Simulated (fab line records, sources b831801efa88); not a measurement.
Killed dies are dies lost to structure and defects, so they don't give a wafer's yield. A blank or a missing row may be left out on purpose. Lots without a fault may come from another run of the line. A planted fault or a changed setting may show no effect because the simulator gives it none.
A struck lot beside a sound one | flow sky130 | 21 steps out of a route of 708
Sound: wafers L284.2, L284.3, L284.6. Struck: wafers L294.1, L294.2, L294.5. The cause comes at the end.
At each step with rows: each side's tool, then ch and its chambers, then its first start. Under that, the readings that differ: sound wafers | struck wafers | difference of the means | sigmas: that difference in standard deviations of wafers without a fault.
alike: readings whose means differ by less than 2 such deviations, and words and numbers that are the same on both sides. not compared: withheld readings, readings that some wafer has no value for, bounds like >300 that may hide the same value, and numbers for which the record gives no deviation and whose values overlap.
The two part at a step that has a row with sigmas, a row that says differs or no value, or rows on one side only. Numbers that don't overlap but have no deviation are shown without sigmas and don't part them. A reading that every wafer of one side lacks parts them only if that side has two wafers or more.

SKY_SD_N_RS_MEAS_17: measures by four-point-probe.
  sound on film_metro-04, day 29 05:56; struck on film_metro-04, day 32 11:17
  alike: SD_P_RS
SKY_SD_N_RS_MEAS_18: measures by four-point-probe.
  sound on film_metro-04, day 29 06:04; struck on film_metro-04, day 32 11:24
  alike: RES_XHIGH_RS
then, 2 steps without rows for these wafers: SKY_SALICIDE_CLEAN_00 (cleans in HF-last, time 30 s); SKY_LI_CONTACT_HDPCVD_00 (deposits PSG, target thk 930 nm, time 155 s).
SKY_LI_CONTACT_THK_MEAS_01:
  sound on film_metro-02, day 29 06:17; struck on film_metro-04, day 32 11:38
  alike: LI_CONTACT_HDPCVD_THK
SKY_LI_CONTACT_CMP_02: polishes PSG.
  sound on cmp-02 ch 0,1,2, day 29 06:26; struck on cmp-01 ch 2,3, day 32 11:42
  alike: motor_current_A, retaining_ring_pressure_frac, time_to_endpoint_s
SKY_LI_CONTACT_BOW_MEAS_03:
  sound on film_metro-01, day 29 06:40; struck on film_metro-02, day 32 12:00
  alike: LI_CONTACT_BOW
then, 5 steps without rows for these wafers: SKY_LI_CONTACT_DEHYDRATE_04 (time 60 s); SKY_LI_CONTACT_HMDS_05 (prime time 60 s); SKY_LI_CONTACT_COAT_06 (resist thk 60 nm); SKY_LI_CONTACT_COAT_07 (resist thk 450 nm); SKY_LI_CONTACT_SOFTBAKE_08 (time 90 s).
SKY_LI_CONTACT_EXPOSE_09: exposes mask LICM1, target cd 170 nm.
  sound on krf_scanner-02 ch 0, day 29 21:15; struck on krf_scanner-02 ch 0, day 33 01:39
  reading | sound                   | struck                           | difference | sigmas
  mask    | LICM1#0 LICM1#0 LICM1#0 | LICM1_R1#0 LICM1_R1#0 LICM1_R1#0 | differs    |
then, 2 steps without rows for these wafers: SKY_LI_CONTACT_PEB_10; SKY_LI_CONTACT_DEVELOP_11 (develop time 60 s).
SKY_LI_CONTACT_CD_MEAS_12: target cd 170 nm.
  sound on cd_sem-02, day 30 11:08; struck on cd_sem-02, day 33 14:25
  reading    | sound             | struck            | difference | sigmas
  cd_nm (nm) | 168.1 170.4 170.1 | 138.9 139.4 138.1 | -30.7      | -18
SKY_LI_CONTACT_OVL_MEAS_13:
  sound on overlay-01, day 30 11:14; struck on overlay-02, day 33 14:32
  alike: LI_CONTACT_OVL
SKY_LI_CONTACT_ETCH_14: etches BARC in N2/H2, stops on SiO2, time 45.9 s, target depth 60 nm.
  sound on rie_diel-04 ch 0,1,2, day 30 11:16; struck on rie_diel-02 ch 0,2,3, day 33 14:34
  reading                     | sound             | struck            | difference | sigmas
  model.LI_CONTACT.cd_nm (nm) | 169.1 170.2 170.5 | 138.9 139.9 138.6 | -30.8      |
  alike: drypump_motor_current_A, oes_product_au, throttle_valve_pct
  not compared: rf_hours_counter_h
SKY_LI_CONTACT_ETCH_15: etches PSG in C4F8/O2/Ar, stops on Si, target depth 600 nm.
  sound on rie_diel-04 ch 0,1,2, day 30 11:19; struck on rie_diel-02 ch 0,2,3, day 33 14:37
  reading                     | sound           | struck            | difference | sigmas
  model.LI_CONTACT.cd_nm (nm) | 169.6 171 171.1 | 138.5 140.2 139.1 | -31.3      |
  alike: oes_product_au
SKY_LI_CONTACT_STRIP_16: strips in O2/N2.
  sound on plasma_asher-01 ch 0,1, day 30 11:24; struck on plasma_asher-04 ch 0,1, day 33 14:42
  alike: drypump_motor_current_A, o2_flow_sccm, oes_product_au, strip_time_to_endpoint_s
  not compared: rf_hours_counter_h
-- the record jumps here: 15 days lie between the struck wafers' starts before and after (it left off in module LI_CONTACT and takes up again in module PAD_OPEN, whose first step shown is number 708 of the route) --
SKY_PAD_OPEN_PROBE_99:
  sound on prober-01, day 46 14:10; struck on prober-01, day 49 00:47
  reading            | sound    | struck      | difference | sigmas
  killed_at_contacts | 20 27 24 | 266 223 262 | +227       | +44
  killed_dies        | 88 88 92 | 329 285 328 | +225       | +25
  killed_on_rim      | 17 17 20 | 91 88 93    | +73        | +18
  alike: killed_at_M0_to_M3, killed_at_M4_up, killed_at_front_end, killed_at_other, killed_open, killed_short

WHERE THEY PART
First at SKY_LI_CONTACT_EXPOSE_09; last, within this record, at SKY_PAD_OPEN_PROBE_99.

WHY: what the simulator had put in
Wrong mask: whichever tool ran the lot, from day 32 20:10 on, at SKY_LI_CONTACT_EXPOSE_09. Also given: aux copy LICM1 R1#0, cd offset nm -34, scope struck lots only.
